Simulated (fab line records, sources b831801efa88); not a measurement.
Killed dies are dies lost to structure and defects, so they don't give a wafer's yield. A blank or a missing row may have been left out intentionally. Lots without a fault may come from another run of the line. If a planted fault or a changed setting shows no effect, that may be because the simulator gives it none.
fab line records | flow sky130 | part 1 of 2: steps 1 to 27 of 37
record: lots: 5 wafers: 15 last-day: 50
route steps=708 shown LOCAL_INTERCONNECT@402 CONTACT@406 METAL1@434
lots untouched by any fault: they come from a run of this same line in which no faults occurred
start-h: start of the lot's first displayed wafer, in hours after the record's first day | wait-h: hours elapsed since this lot's preceding step | " unchanged from the row above | L1.1+2: one row covering several wafers at once | - no value, or no start was given | * or withheld: withheld | < > ~ a bound
route shown NAME@n: names a module that has steps shown in the file, with the first one's number in the route | usual: mean/standard deviation taken from wafers without a fault | same: alike in all rows | chamber/n: place in a boat | sites: the reading at each site | _std_site: the values' standard deviation | _edge_site: the outer-site mean with the inner-site mean subtracted | radius-mm: how far each site lies from the wafer's centre | mask NAME#n: copy n | behind: tool/chamber where the wafer was last shaped | hold: cause of the lot's hold/its duration in hours/its outcome | device: which transistor (n, p or np) failed to switch | end of line: the tests these same wafers got at the end of their route | step lacking rows: just its recipe | killed: count of dies lost to structure and defects at first sort (not the wafer's yield) | map: a wafer's dies, marking killed ones x, the rest . and places with no die _
set.NAME: the run value of the setting; set.NAME@STEP: its run value at that earlier step | model.NAME: the simulator's own value behind a step, which no gauge read
lots at selected steps of the route; one table per step, one row per wafer
services: the hour from which a tool's chamber was out of use, counted from the record's first day as start-h (under 0 if before that day), plus the number of hours and why
== steps ==
step: SKY_LOCAL_INTERCONNECT_STRIP_15
recipe: chemistry: O2/N2 power-w: 1400 pressure-mtorr: 1500 platen-temp-c: withheld o2-flow-sccm: 3000 n2-flow-sccm: 300 overash-fraction: 0.5
usual: drypump-motor-current-A: 5.81/0.15 oes-product-au: 0.427/0.0044 strip-time-to-endpoint-s: 4.732/0.019
columns lot.wafer tool chamber start-h wait-h drypump-motor-current-A oes-product-au rf-hours-counter-h strip-time-to-endpoint-s
L075.1 plasma-asher-04 0 740.07 0.0 6.02 0.427 61 4.726
L075.2 " 1 " " 5.79 0.435 61 4.744
L075.4 " 1 " " 5.81 0.429 - 4.729
L076.2 plasma-asher-04 1 744.49 0.0 5.79 0.428 62 4.745
L076.4 " 1 " " 5.79 0.428 - 4.755
L076.6 " 1 " " 5.77 0.427 - 4.750
L085.2 plasma-asher-02 0 825.04 0.0 5.95 0.428 102 4.760
L085.5 " 1 " " 5.73 0.426 - 4.754
L085.6 " 0 " " 5.96 0.428 - 4.765
L089.4 plasma-asher-02 1 851.10 0.1 5.72 0.425 - 4.736
L089.5 " 0 " " 5.94 0.426 - 4.722
L089.6 " 1 " " 5.72 0.425 - 4.746
L091.1 plasma-asher-02 0 861.48 0.0 6.00 0.428 106 4.729
L091.4 " 0 " " 5.97 0.431 - 4.745
L091.5 " 1 " " 5.75 0.426 - 4.738
step: SKY_LOCAL_INTERCONNECT_STRIP_16
recipe: chemistry: post-etch-residue-remover time-s: 1200 temp-c: 72.5
usual: bath-guard-temp-C: 72.5/0.34
columns lot.wafer tool chamber start-h wait-h bath-guard-temp-C
L075.1 wet-bench-02 3 740.17 0.1 72.0
L075.2 " 3 " " 72.4
L075.4 " 3 " " 72.3
L076.2 wet-bench-04 0 744.59 0.1 71.9
L076.4 " 0 " " 72.0
L076.6 " 0 " " 71.9
L085.2 wet-bench-01 1 825.14 0.1 72.1
L085.5 " 1 " " 72.3
L085.6 " 1 " " 72.1
L089.4 wet-bench-02 1 851.16 0.0 72.6
L089.5 " 1 " " 72.9
L089.6 " 1 " " 72.8
L091.1 wet-bench-04 2 861.58 0.1 72.3
L091.4 " 2 " " 72.5
L091.5 " 2 " " 72.4
step: SKY_LOCAL_INTERCONNECT_CLEAN_17
recipe: chemistry: IPA time-s: 180 temp-c: 25
columns lot.wafer tool chamber start-h wait-h
L075.1+2+4 wet-bench-04 2 740.52 0.0
L076.2+4+6 wet-bench-01 1 744.93 0.0
L085.2+5+6 wet-bench-02 3 825.51 0.0
L089.4+5+6 wet-bench-01 1 851.50 0.0
L091.1+4+5 wet-bench-02 2 861.92 0.0
step: SKY_LOCAL_INTERCONNECT_CLEAN_18
recipe: chemistry: O3/DIW dry: n2-spin
columns lot.wafer tool chamber start-h wait-h
L075.1+2+4 wet-bench-01 0 740.61 0.0
L076.2+4+6 wet-bench-02 1 744.99 0.0
L085.2+5+6 wet-bench-04 0 825.57 0.0
L089.4+5+6 wet-bench-02 3 851.57 0.0
L091.1+4+5 wet-bench-01 2 861.98 0.0
step: SKY_CONTACT_CVD_00
recipe: material: Si3N4 target-thk-nm: 75 temp-c: 400 time-s: withheld rf-w: 450
usual: heater-power-w: 781/150 rf-fwd-power-W: 443.8/2.2
columns lot.wafer tool chamber start-h wait-h heater-power-w rf-fwd-power-W
L075.1 pecvd-01 1 740.70 0.0 671 439.5
L075.2 " 0 " " 599 442.2
L075.4 " 0 " " 621 444.4
L076.2 pecvd-04 0 745.08 0.0 656 445.1
L076.4 " 0 " " 678 445.3
L076.6 " 1 " " 721 444.5
L085.2 pecvd-04 1 825.67 0.0 819 446.5
L085.5 " 0 " " 734 447.7
L085.6 " 1 " " 829 446.6
L089.4 pecvd-04 0 851.68 0.0 652 445.5
L089.5 " 2 " " 1064 442.1
L089.6 " 1 " " 789 442.5
L091.1 pecvd-03 2 862.07 0.0 665 446.0
L091.4 " 2 " " 666 446.0
L091.5 " 0 " " 752 449.1
step: SKY_CONTACT_THK_MEAS_01
recipe: reads: Si3N4_of_CONTACT_CVD_00
usual: CONTACT_CVD_00_THK: 74.8/0.84
columns lot.wafer tool chamber start-h wait-h CONTACT_CVD_00_THK[nm]
L075.1 film-metro-03 - 740.75 - 74.9
L075.2 " - " " 73.5
L075.4 " - " " 74.7
L076.2 film-metro-03 - 745.12 - 73.2
L076.4 " - " " 75.3
L076.6 " - " " 75.0
L085.2 film-metro-03 - 825.71 - 74.3
L085.5 " - " " 75.3
L085.6 " - " " 75.6
L089.4 film-metro-03 - 851.72 - 74.9
L089.5 " - " " 75.8
L089.6 " - " " 74.9
L091.1 film-metro-04 - 862.12 - 75.0
L091.4 " - " " 75.5
L091.5 " - " " 75.4
step: SKY_CONTACT_HDPCVD_02
recipe: material: SiO2 target-thk-nm: 565 sigma-open-frac: 0.3 time-s: 94.2 temp-c: 600 sih4-flow-sccm: 60 pressure-mtorr: 6
usual: pressure-mtorr: 5.999/0.012
columns lot.wafer tool chamber start-h wait-h pressure-mtorr
L075.1 hdpcvd-02 1 740.81 0.1 6.017
L075.2 " 0 " " 5.999
L075.4 " 2 " " 6.001
L076.2 hdpcvd-01 1 745.17 0.0 6.010
L076.4 " 1 " " 6.004
L076.6 " 0 " " 6.001
L085.2 hdpcvd-01 0 825.76 0.0 6.010
L085.5 " 1 " " 6.000
L085.6 " 0 " " 6.005
L089.4 hdpcvd-02 1 851.79 0.1 5.980
L089.5 " 0 " " 5.981
L089.6 " 2 " " 5.979
L091.1 hdpcvd-01 0 862.18 0.1 5.987
L091.4 " 0 " " 5.988
L091.5 " 2 " " 5.991
step: SKY_CONTACT_THK_MEAS_03
recipe: reads: SiO2_of_CONTACT_HDPCVD_02
usual: CONTACT_HDPCVD_THK: 563/5.4
columns lot.wafer tool chamber start-h wait-h CONTACT_HDPCVD_THK[nm]
L075.1 film-metro-02 - 740.88 0.0 560
L075.2 " - " " 561
L075.4 " - " " 560
L076.2 film-metro-02 - 745.25 0.0 555
L076.4 " - " " 551
L076.6 " - " " 563
L085.2 film-metro-04 - 825.84 0.0 563
L085.5 " - " " 562
L085.6 " - " " 562
L089.4 film-metro-02 - 851.85 0.0 563
L089.5 " - " " 560
L089.6 " - " " 557
L091.1 film-metro-03 - 862.25 0.0 563
L091.4 " - " " 557
L091.5 " - " " 556
step: SKY_CONTACT_CMP_04
recipe: material: SiO2 down-force-psi: 4 platen-rpm: 60 pad-velocity-m-s: 0.94248
usual: motor-current-A: 11.9/1.3 time-to-endpoint-s: 82/3.3
columns lot.wafer tool chamber start-h wait-h motor-current-A time-to-endpoint-s
L075.1 cmp-01 2 741.08 0.2 11.6 83
L075.4 " 3 " " 13.4 82
L075.2 " 0 " " 9.8 83
L076.4 cmp-01 3 745.35 0.1 12.1 81
L076.2 " 0 " " 9.5 84
L076.6 " 2 " " 12.8 89
L085.2 cmp-02 3 825.89 0.0 12.4 81
L085.5 " 3 " " 11.7 82
L085.6 " 0 " " 11.6 77
L089.4 cmp-01 0 852.07 0.2 9.8 84
L089.5 " 0 " " 9.9 84
L089.6 " 1 " " 11.1 78
L091.4 cmp-02 0 862.36 0.1 11.7 75
L091.1 " 1 " " 11.5 81
L091.5 " 3 " " 12.0 80
step: SKY_CONTACT_BOW_MEAS_05
recipe: mode: bow
usual: CONTACT_BOW: 81/6.3
columns lot.wafer tool chamber start-h wait-h CONTACT_BOW[um]
L075.1 film-metro-04 - 741.38 0.2 80
L075.2 " - " " 80
L075.4 " - " " 74
L076.2 film-metro-03 - 745.62 0.2 85
L076.4 " - " " 87
L076.6 " - " " 89
L085.2 film-metro-04 - 826.21 0.3 84
L085.5 " - " " 84
L085.6 " - " " 78
L089.4 film-metro-02 - 852.43 0.3 83
L089.5 " - " " 83
L089.6 " - " " 81
L091.1 film-metro-03 - 862.61 0.1 77
L091.4 " - " " 73
L091.5 " - " " 69
step: SKY_CONTACT_DEHYDRATE_06
recipe: temp-c: 200 time-s: 60
columns lot.wafer tool chamber start-h wait-h
L075.1+2+4 litho-track-04 0 754.87 13.5
L076.2+4+6 litho-track-02 0 759.94 14.3
L085.2+5+6 litho-track-03 0 838.63 12.4
L089.4+5+6 litho-track-03 0 864.73 12.3
L091.1+4+5 litho-track-04 0 875.07 12.4
step: SKY_CONTACT_HMDS_07
recipe: prime-time-s: 60 prime-temp-c: 120
columns lot.wafer tool chamber start-h wait-h
L075.1+2+4 litho-track-04 0 755.02 0.1
L076.2+4+6 litho-track-02 0 760.09 0.1
L085.2+5+6 litho-track-03 0 838.78 0.1
L089.4+5+6 litho-track-03 0 864.88 0.1
L091.1+4+5 litho-track-04 0 875.22 0.1
step: SKY_CONTACT_COAT_08
recipe: resist: BARC temp-c: withheld time-s: withheld spin-rpm: 3000 resist-thk-nm: 60
columns lot.wafer tool chamber start-h wait-h
L075.1+2+4 litho-track-04 0 755.17 0.1
L076.2+4+6 litho-track-02 0 760.24 0.1
L085.2+5+6 litho-track-03 0 838.93 0.1
L089.4+5+6 litho-track-03 0 865.03 0.1
L091.1+4+5 litho-track-04 0 875.37 0.1
step: SKY_CONTACT_COAT_09
recipe: resist: KrF-thick spin-rpm: 3000 resist-thk-nm: 450
columns lot.wafer tool chamber start-h wait-h
L075.1+2+4 litho-track-04 0 - -
L076.2+4+6 litho-track-02 0 - -
L085.2+5+6 litho-track-03 0 - -
L089.4+5+6 litho-track-03 0 - -
L091.1+4+5 litho-track-04 0 - -
step: SKY_CONTACT_SOFTBAKE_10
recipe: temp-c: 100 time-s: 90 resist: KrF-thick
columns lot.wafer tool chamber start-h wait-h
L075.1+2+4 litho-track-04 0 - -
L076.2+4+6 litho-track-02 0 - -
L085.2+5+6 litho-track-03 0 - -
L089.4+5+6 litho-track-03 0 - -
L091.1+4+5 litho-track-04 0 - -
step: SKY_CONTACT_EXPOSE_11
recipe: mask-id: CTM1 na: 0.8 source-shape: annular sigma-inner: 0.55 sigma-outer: 0.85 target-cd-nm: 170 dose-mj: 38
usual: reticle-temp-C: 22.99/0.1 stage-vel-mm-s: 499.96/0.24
columns lot.wafer tool chamber start-h wait-h mask reticle-temp-C stage-vel-mm-s
L075.1 krf-scanner-02 0 - - CTM1#0 22.95 500.12
L075.2 " 0 " " CTM1#0 22.90 499.88
L075.4 " 0 " " CTM1#0 23.03 499.90
L076.2 krf-scanner-01 0 - - CTM1#0 22.98 499.98
L076.4 " 0 " " CTM1#0 23.00 500.36
L076.6 " 0 " " CTM1#0 22.94 500.01
L085.2 krf-scanner-02 0 - - CTM1#0 23.04 500.21
L085.5 " 0 " " CTM1#0 22.81 500.25
L085.6 " 0 " " CTM1#0 22.99 500.20
L089.4 krf-scanner-02 0 - - CTM1#0 23.10 499.73
L089.5 " 0 " " CTM1#0 23.15 499.88
L089.6 " 0 " " CTM1#0 23.07 499.56
L091.1 krf-scanner-01 0 - - CTM1#0 23.10 499.82
L091.4 " 0 " " CTM1#0 23.06 499.74
L091.5 " 0 " " CTM1#0 22.99 500.26
step: SKY_CONTACT_PEB_12
recipe: peb-temp-c: withheld peb-time-s: withheld resist: KrF-thick
columns lot.wafer tool chamber start-h wait-h
L075.1+2+4 litho-track-02 0 - -
L076.2+4+6 litho-track-02 0 - -
L085.2+5+6 litho-track-02 0 - -
L089.4+5+6 litho-track-04 0 - -
L091.1+4+5 litho-track-03 0 - -
step: SKY_CONTACT_DEVELOP_13
recipe: develop-time-s: 60 resist: KrF-thick dev-temp-c: 21.99
usual: developer-temp-C: 21.99/0.098
columns lot.wafer tool chamber start-h wait-h developer-temp-C
L075.1 litho-track-02 0 - - 22.13
L075.2 " 0 " " 22.05
L075.4 " 0 " " 21.89
L076.2 litho-track-02 0 - - 22.05
L076.4 " 0 " " 21.87
L076.6 " 0 " " 22.09
L085.2 litho-track-02 0 - - 21.94
L085.5 " 0 " " 21.81
L085.6 " 0 " " 21.96
L089.4 litho-track-04 0 - - 22.23
L089.5 " 0 " " 22.04
L089.6 " 0 " " 21.98
L091.1 litho-track-03 0 - - 21.97
L091.4 " 0 " " 21.89
L091.5 " 0 " " 22.26
step: SKY_CONTACT_CD_MEAS_14
recipe: target-cd-nm: 170
usual: cd-nm: 169.7/1.5
columns lot.wafer tool chamber start-h wait-h cd-nm
L075.1 cd-sem-02 - 769.31 - 168.4
L075.2 " - " " 169.2
L075.4 " - " " 169.4
L076.2 cd-sem-02 - 773.63 - 169.5
L076.4 " - " " 170.1
L076.6 " - " " 170.9
L085.2 cd-sem-01 - 853.63 - 172.4
L085.5 " - " " 170.7
L085.6 " - " " 169.9
L089.4 cd-sem-02 - 879.28 - 169.5
L089.5 " - " " 169.1
L089.6 " - " " 169.0
L091.1 cd-sem-02 - 888.66 - 165.8
L091.4 " - " " 166.3
L091.5 " - " " 166.3
step: SKY_CONTACT_OVL_MEAS_15
usual: CONTACT_OVL: -2/4.8
columns lot.wafer tool chamber start-h wait-h CONTACT_OVL[nm]
L075.1 overlay-01 - 769.43 0.1 3
L075.2 " - " " -2
L075.4 " - " " -4
L076.2 overlay-02 - 773.74 0.1 3
L076.4 " - " " -1
L076.6 " - " " 1
L085.2 overlay-01 - 853.74 0.1 -1
L085.5 " - " " -1
L085.6 " - " " -1
L089.4 overlay-01 - 879.35 0.1 5
L089.5 " - " " 3
L089.6 " - " " 2
L091.1 overlay-02 - 888.78 0.1 1
L091.4 " - " " -3
L091.5 " - " " -3
step: SKY_CONTACT_ETCH_16
recipe: chemistry: N2/H2 target: BARC ion-energy-ev: 200 source-w: 500 bias-w: 100 pressure-mtorr: 30 n2-flow-sccm: 100 h2-flow-sccm: 200 stop-on: SiO2 time-s: 45.9 target-depth-a: 600
usual: drypump-motor-current-A: 5.7/0.4 oes-product-au: 0.855/0.0046 rf-fwd-power-W: 495.0/1.8 throttle-valve-pct: 13.226/0.0089
columns lot.wafer tool chamber start-h wait-h drypump-motor-current-A oes-product-au rf-fwd-power-W rf-hours-counter-h throttle-valve-pct
L075.1 rie-diel-04 1 769.47 0.0 5.9 0.853 497.0 22 13.219
L075.2 " 2 " " 5.5 0.862 495.8 18 13.228
L075.4 " 3 " " 6.2 0.856 495.6 14 13.223
L076.2 rie-diel-01 1 773.77 0.0 4.9 0.857 494.3 10 13.224
L076.4 " 1 " " 4.9 0.853 492.9 - 13.247
L076.6 " 3 " " 5.9 0.850 495.9 - 13.218
L085.2 rie-diel-04 0 853.77 0.0 5.4 0.857 492.6 9 13.241
L085.5 " 2 " " 5.5 0.849 494.8 - 13.223
L085.6 " 1 " " 5.8 0.862 498.1 - 13.211
L089.4 rie-diel-04 3 879.37 0.0 6.2 0.855 492.7 17 13.219
L089.5 " 1 " " 5.8 0.851 495.2 - 13.208
L089.6 " 0 " " 5.3 0.847 494.0 - 13.240
L091.1 rie-diel-01 1 888.81 0.0 4.9 0.864 495.4 13 13.219
L091.4 " 3 " " 5.9 0.854 495.5 24 13.231
L091.5 " 0 " " 5.8 0.858 493.8 - 13.219
step: SKY_CONTACT_ETCH_17
recipe: target: SiO2 chemistry: C4F8/O2/Ar stop-on: Si3N4 mask-material: KrF-thick source-w: 1500 bias-w: 1200 pressure-mtorr: 40 c4f8-flow-sccm: withheld O2_flow_sccm: 6 Ar_flow_sccm: 300 time-s: withheld target-depth-a: 3400
usual: oes-product-au: 0.891/0.0042 rf-fwd-power-W: 1488/5.7
columns lot.wafer tool chamber start-h wait-h oes-product-au rf-fwd-power-W
L075.1 rie-diel-04 1 769.51 0.0 0.892 1496
L075.2 " 2 " " 0.892 1488
L075.4 " 3 " " 0.890 1484
L076.2 rie-diel-01 1 773.81 0.0 0.889 1492
L076.4 " 1 " " 0.884 1476
L076.6 " 3 " " 0.893 1484
L085.2 rie-diel-04 0 853.81 0.0 0.884 1486
L085.5 " 2 " " 0.892 1478
L085.6 " 1 " " 0.888 1495
L089.4 rie-diel-04 3 879.41 0.0 0.894 1488
L089.5 " 1 " " 0.895 1498
L089.6 " 0 " " 0.887 1496
L091.1 rie-diel-01 1 888.86 0.0 0.893 1483
L091.4 " 3 " " 0.892 1485
L091.5 " 0 " " 0.891 1482
step: SKY_CONTACT_ETCH_18
recipe: target: Si3N4 chemistry: CHF3/O2 stop-on: TiN source-w: 600 bias-w: 204.6 pressure-mtorr: 40 chf3-flow-sccm: 50 O2_flow_sccm: 5 time-s: 39 target-depth-a: 750
usual: drypump-motor-current-A: 5.7/0.4 oes-product-au: 0.853/0.0063 rf-fwd-power-W: 593.8/2.5 throttle-valve-pct: 8.793/0.0095
columns lot.wafer tool chamber start-h wait-h drypump-motor-current-A oes-product-au rf-fwd-power-W rf-hours-counter-h throttle-valve-pct
L075.1 rie-diel-04 1 - - 5.8 0.853 596.0 22 8.785
L075.2 " 2 " " 5.5 0.846 592.8 18 8.782
L075.4 " 3 " " 6.2 0.850 594.7 14 8.781
L076.2 rie-diel-01 1 - - 4.9 0.847 592.7 10 8.777
L076.4 " 1 " " 4.9 0.854 597.1 - 8.791
L076.6 " 3 " " 5.9 0.859 598.0 - 8.790
L085.2 rie-diel-04 0 - - 5.3 0.855 590.8 9 8.777
L085.5 " 2 " " 5.5 0.856 592.7 - 8.783
L085.6 " 1 " " 5.8 0.863 597.2 - 8.801
L089.4 rie-diel-04 3 - - 6.2 0.854 594.2 17 8.795
L089.5 " 1 " " 5.8 0.854 597.0 - 8.790
L089.6 " 0 " " 5.3 0.858 598.0 - 8.789
L091.1 rie-diel-01 1 - - 4.9 0.858 594.0 13 8.785
L091.4 " 3 " " 5.9 0.859 596.5 24 8.793
L091.5 " 0 " " 5.8 0.858 592.7 - 8.798
step: SKY_CONTACT_STRIP_19
recipe: chemistry: O2/N2 power-w: 1400 pressure-mtorr: 1500 platen-temp-c: withheld o2-flow-sccm: 3000 n2-flow-sccm: 300 overash-fraction: 0.5
usual: drypump-motor-current-A: 5.67/0.23 oes-product-au: 0.381/0.0051 strip-time-to-endpoint-s: 3.613/0.029
columns lot.wafer tool chamber start-h wait-h drypump-motor-current-A oes-product-au rf-hours-counter-h strip-time-to-endpoint-s
L075.1 plasma-asher-01 1 769.60 - 5.73 0.383 2 3.618
L075.2 " 0 " " 5.56 0.377 2 3.602
L075.4 " 0 " " 5.57 0.389 - 3.586
L076.2 plasma-asher-03 0 773.90 - 5.84 0.380 37 3.653
L076.4 " 0 " " 5.84 0.380 - 3.641
L076.6 " 0 " " 5.81 0.378 - 3.660
L085.2 plasma-asher-03 0 853.90 - 5.86 0.381 44 3.603
L085.5 " 0 " " 5.84 0.379 - 3.616
L085.6 " 1 " " 5.19 0.383 - 3.621
L089.4 plasma-asher-01 0 879.54 - 5.58 0.379 - 3.570
L089.5 " 0 " " 5.57 0.379 - 3.600
L089.6 " 1 " " 5.73 0.377 - 3.565
L091.1 plasma-asher-01 0 888.95 - 5.56 0.382 13 3.632
L091.4 " 1 " " 5.75 0.387 - 3.643
L091.5 " 0 " " 5.57 0.382 - 3.668
step: SKY_CONTACT_STRIP_20
recipe: chemistry: post-etch-residue-remover time-s: 1200 temp-c: 72.5
usual: bath-guard-temp-C: 72.4/0.44
columns lot.wafer tool chamber start-h wait-h bath-guard-temp-C
L075.1 wet-bench-02 2 769.70 0.1 72.4
L075.2 " 2 " " 72.6
L075.4 " 2 " " 73.0
L076.2 wet-bench-03 0 774.00 0.1 72.2
L076.4 " 0 " " 73.0
L076.6 " 0 " " 72.2
L085.2 wet-bench-04 2 854.00 0.1 72.7
L085.5 " 2 " " 72.1
L085.6 " 2 " " 72.5
L089.4 wet-bench-03 1 879.60 0.0 72.2
L089.5 " 1 " " 72.2
L089.6 " 1 " " 72.1
L091.1 wet-bench-02 3 889.05 0.1 72.3
L091.4 " 3 " " 72.4
L091.5 " 3 " " 72.5
step: SKY_CONTACT_CLEAN_21
recipe: chemistry: IPA time-s: 180 temp-c: 25
columns lot.wafer tool chamber start-h wait-h
L075.1+2+4 wet-bench-04 0 770.04 0.0
L076.2+4+6 wet-bench-04 0 774.34 0.0
L085.2+5+6 wet-bench-02 0 854.34 0.0
L089.4+5+6 wet-bench-04 2 880.01 0.0
L091.1+4+5 wet-bench-03 0 889.45 0.0
step: SKY_CONTACT_CLEAN_22
recipe: chemistry: O3/DIW dry: n2-spin
columns lot.wafer tool chamber start-h wait-h
L075.1+2+4 wet-bench-03 3 770.10 0.0
L076.2+4+6 wet-bench-02 1 774.40 0.0
L085.2+5+6 wet-bench-04 3 854.40 0.0
L089.4+5+6 wet-bench-02 3 880.07 0.0
L091.1+4+5 wet-bench-02 2 889.52 0.0
